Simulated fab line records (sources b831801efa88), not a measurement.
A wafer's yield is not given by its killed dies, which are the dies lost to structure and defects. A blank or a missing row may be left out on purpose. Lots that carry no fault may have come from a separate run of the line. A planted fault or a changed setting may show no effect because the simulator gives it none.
Code-filled problem report in 8D (eight disciplines) form | flow gf180mcu | the parts of the form that need people (team, actions taken, sign-off) are left out

1. THE ISSUE
HV_LDD_4_TW at GF_HV_LDD_TW_MEAS_50 reads a mean of 540 on 4 wafers of 3 lots; wafers without a fault read 572 with a standard deviation of 3.1. Measured from the usual mean, that is -10 standard deviations.
Earliest sighting: wafer L270.1 on filmMetro-01 at day 16 00:19. The record holds 38 wafers of 13 lots with a number at this step. Rule for "out" (also "out of limits"): further than 4 standard deviations from the usual mean. All remaining wafers that have a number are taken as sound.

2. WHAT IT IS, AND WHAT IT ISN'T
question                    | is                             | is not
which readings at this step | HV_LDD_4_TW                    | -
which lots                  | L270, L271, L273               | L259, L261, L262, L264, L265, L268, L269, L279, L280, L282
which wafers of those lots  | L270.1, L270.2, L271.1, L273.1 | L270.6, L271.3, L271.4, L273.6
read on which gauges        | filmMetro-01, filmMetro-04     | filmMetro-03
when                        | from day 16 00:19              | up to then (22 sound wafers); but 12 sound wafers of L271, L273, L279, L280, L282 came after

3. THE SUSPECTS, EACH WITH WHAT RULES IT OUT
Counting: if a tool at a process step up to the reading ran every lot that is out, it stays a suspect. Sound lots after the first of them don't rule it out here, since some wafers of a struck lot are sound.
- the gauge at GF_HV_LDD_TW_MEAS_50 is ruled out. The wafers that are out were read on 2 gauges (filmMetro-01, filmMetro-04).
- implanter-02 at GF_HV_LDD_IMPLANT_48: kept. Every lot that is out went through it, the first being L270 (day 16 00:04); the last sound lot it ran before that was L269 (day 15 20:22). Its own beamOnS, faradayCurrentUA readings are out on those wafers.
After counting, what remains is implanter-02 at GF_HV_LDD_IMPLANT_48.

4. THE CAUSE (what the simulator had put in)
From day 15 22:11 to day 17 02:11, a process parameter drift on implanter-02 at GF_HV_LDD_IMPLANT_48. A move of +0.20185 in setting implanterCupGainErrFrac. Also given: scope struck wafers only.
Only this tool survived the counting.

5. THE EFFECT CHAIN, in route order
Rows list readings where the struck wafers' mean (over those with a number) sits beyond 3 standard deviations from the usual. Scope: only readings with a usual standard deviation given in the record; hours: median across lots of the time from each lot's start at the first step in this table that gives one to its start at this step; sigmas: change in usual standard deviations.
hours | step                 | reading          | usual   | on struck wafers | change | sigmas
0     | GF_HV_LDD_IMPLANT_48 | beamOnS          | 10.01 s | 8.21             | -1.80  | -8.2
0     | GF_HV_LDD_IMPLANT_48 | faradayCurrentUA | 169     | 205              | +36    | +10
0     | GF_HV_LDD_TW_MEAS_50 | HV_LDD_4_TW      | 572     | 540              | -32    | -10
Process steps it contains:
- GF_HV_LDD_IMPLANT_48

6. WHAT WOULD HAVE CAUGHT IT SOONER
In this record the first reading out of limits at a measuring or inspecting step was taken at day 16 00:19, 2 hours after the fault began at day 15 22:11.
The tool's own readings at GF_HV_LDD_IMPLANT_48 were out on every struck wafer that the step has a row for (beamOnS, faradayCurrentUA): an alarm limit on them would have fired on the first of those.
Among the 3 lots that are out, L271, L273 began GF_HV_LDD_IMPLANT_48 on implanter-02 after day 16 00:19. A hold on the tool at that time would have spared those 2.
